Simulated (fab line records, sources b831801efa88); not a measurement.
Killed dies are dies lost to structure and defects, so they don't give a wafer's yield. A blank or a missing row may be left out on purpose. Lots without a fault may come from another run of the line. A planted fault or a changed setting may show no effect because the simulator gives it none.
Which tool did it? | flow sfq_line | 7 lots, 21 wafers sampled, at 3 steps of a route of 325

WHAT THE GAUGES READ, wafer by wafer
SFQ_M8_RS_MEAS_949: measures by four-point-probe.
lot  | measured     | on            | M8_AU_RS (ohm/sq)
L927 | day 76 21:13 | film_metro-04 | 0.1539 0.1527 0.1536
L930 | day 77 18:26 | film_metro-04 | 0.1539 0.1533 0.1535
L932 | day 77 20:51 | film_metro-02 | 0.1536 0.1554 0.1544
L934 | day 78 04:48 | film_metro-04 | 0.1530 0.1536 0.1536
L936 | day 78 07:38 | film_metro-03 | 0.1565 0.1548 0.1563
L946 | day 80 17:07 | film_metro-04 | 0.1411 0.1498 0.1395
L949 | day 80 20:44 | film_metro-04 | 0.1553 0.1529 0.1534

WHICH TOOL RAN EACH LOT (tool, then ch and the chambers of the sampled wafers, then the start)
lot  | SFQ_TRILAYER_I5_BARC_OPEN_VIA_ETCH_200 | SFQ_TRILAYER_M8_DEP_EVAP_196
L927 | rie_diel-03 ch 0,1,3, day 58 15:32     | pvd_sputter-02, day 76 20:43
L930 | rie_diel-04 ch 0,1,2, day 61 10:50     | pvd_sputter-01, day 77 17:55
L932 | rie_diel-02 ch 1,2,3, day 61 13:14     | pvd_sputter-01, day 77 20:19
L934 | rie_diel-03 ch 0,2,3, day 61 15:38     | pvd_sputter-01, day 78 03:44
L936 | rie_diel-04 ch 1,2,3, day 61 18:02     | pvd_sputter-01, day 78 07:07
L946 | rie_diel-02 ch 1,2,3, day 68 14:19     | pvd_sputter-01, day 80 16:35
L949 | rie_diel-04 ch 0,2, day 69 01:19       | pvd_sputter-02, day 80 20:11
- SFQ_TRILAYER_I5_BARC_OPEN_VIA_ETCH_200: etches BARC in O2, target depth 125 nm, time 41.7 s.
- SFQ_TRILAYER_M8_DEP_EVAP_196: material Au, target thk 180 nm, time 900 s.

THE ANSWER, worked out from the rows above alone
Rule: what is usual is taken from the lots themselves. Put in order of their means at a reading, lots are off if they are a third of the lots or fewer, leave a main group of 4 or more, and stand apart from it by a gap of 3 or more times the standard deviation of the main group's means; of several such gaps the widest counts. A main group whose means are all the same, to the digits that the tables above print for the reading, isn't used. A lot without any number at a reading at which 4 lots or more have one is off too. The other lots that the step has rows for count as sound.
Off: L946, at SFQ_M8_RS_MEAS_949 (M8_AU_RS). The main group: mean 0.1541 ohm/sq, standard deviation 0.00087.
A tool fits if, at a process step before that reading, it ran every lot that is off, and no sound lot after the first of them. The gauges at SFQ_M8_RS_MEAS_949 are tried like those tools. Can't be told from this: 2 tools fit, rie_diel-02 at SFQ_TRILAYER_I5_BARC_OPEN_VIA_ETCH_200, pvd_sputter-01 at SFQ_TRILAYER_M8_DEP_EVAP_196.

WHAT THE SIMULATOR HAD PUT IN
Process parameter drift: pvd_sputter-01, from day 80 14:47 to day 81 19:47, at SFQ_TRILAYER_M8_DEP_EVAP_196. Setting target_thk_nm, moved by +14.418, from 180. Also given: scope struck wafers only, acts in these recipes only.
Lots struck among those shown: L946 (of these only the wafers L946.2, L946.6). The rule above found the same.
